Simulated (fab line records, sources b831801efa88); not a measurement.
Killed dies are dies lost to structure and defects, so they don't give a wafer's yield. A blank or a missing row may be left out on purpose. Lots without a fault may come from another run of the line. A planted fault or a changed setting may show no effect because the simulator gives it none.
Problem report in the 8D (eight disciplines) form, filled by code | flow sky130 | the parts of the form that need people (team, actions taken, sign-off) are left out

1. THE PROBLEM
killed_at_front_end at SKY_PAD_OPEN_PROBE_99 reads a mean of 60 on 3 wafers of 1 lot; wafers without a fault read 15 with a standard deviation of 4.2. That is +11 standard deviations from the usual mean.
First seen on wafer L983.1, day 49 03:13, on prober-02. The record holds 39 wafers of 13 lots with a number at this step. Rule for "out", or "out of limits": more than 4 standard deviations from the usual mean. The other wafers with a number count as sound.

2. WHAT IT IS AND WHAT IT IS NOT
question                    | is                     | is not
which readings at this step | killed_at_front_end    | killed_at_M4_up, killed_at_contacts, killed_at_other, killed_open, killed_short
which lots                  | L983                   | L971, L972, L973, L974, L975, L977, L982, L987, L988, L991, L992, L994
which wafers of those lots  | all that have a number | -
read on which tools         | prober-02              | prober-01
when                        | from day 49 03:13      | up to then (21 sound wafers); but 15 sound wafers of L987, L988, L991, L992, L994 came after

3. SUSPECTS, AND WHAT RULES EACH OUT
Counting: a tool at a process step up to the reading stays a suspect if it ran every lot that is out and no sound lot after the first of them.
- wet_bench-03 at SKY_FIELD_ISO_WET_ETCH_30 (etches SiO2 in dHF, target depth 25 nm, time 50 s): ruled out as a lasting fault. Sound lots L987 ran on it after its first lot that is out, L983 (day 5 04:53).
- plasma_asher-04 at SKY_VIA4_STRIP_13 (strips in O2/N2): ruled out as a lasting fault. Sound lots L987, L988, L994 ran on it after its first lot that is out, L983 (day 46 11:02).
- pvd_sputter-04 at SKY_METAL5_SPUTTER_01 (material TiN, target thk 20 nm, time 16.7 s): ruled out as a lasting fault. Sound lots L987, L988, L991, L992 ran on it after its first lot that is out, L983 (day 46 12:22).
- prober-02 at SKY_PAD_OPEN_PROBE_99: ruled out as a lasting fault. Sound lots L987, L991, L994 ran on it after its first lot that is out, L983 (day 49 03:13).
Left after counting: nothing in the record.

4. THE CAUSE (what the simulator had put in)
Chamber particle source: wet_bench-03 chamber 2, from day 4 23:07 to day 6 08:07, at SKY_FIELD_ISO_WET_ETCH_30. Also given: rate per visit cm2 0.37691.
Counting ruled it out, wrongly: the rule takes a fault to strike every lot that its tool runs from its start on, and this one did not.

5. THE CHAIN OF EFFECTS, in route order
Each row: a reading whose mean over the struck wafers that have a number lies more than 3 standard deviations from the usual. Only readings for which the record gives a usual standard deviation are gone through. hours: the time from each lot's start at the first step in this table that gives one to its start at this step, as a median over the lots. sigmas: the change in usual standard deviations.
hours | step                  | reading             | usual | on struck wafers | change | sigmas
0     | SKY_PAD_OPEN_PROBE_99 | killed_at_front_end | 15    | 60               | +45    | +11
0     | SKY_PAD_OPEN_PROBE_99 | killed_dies         | 86    | 122              | +36    | +3.9
The process steps in it:
- SKY_PAD_OPEN_PROBE_99

6. WHAT WOULD HAVE CAUGHT IT SOONER
In this record the first reading out of limits was taken at day 49 03:13, 1060 hours after the fault began at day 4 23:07.
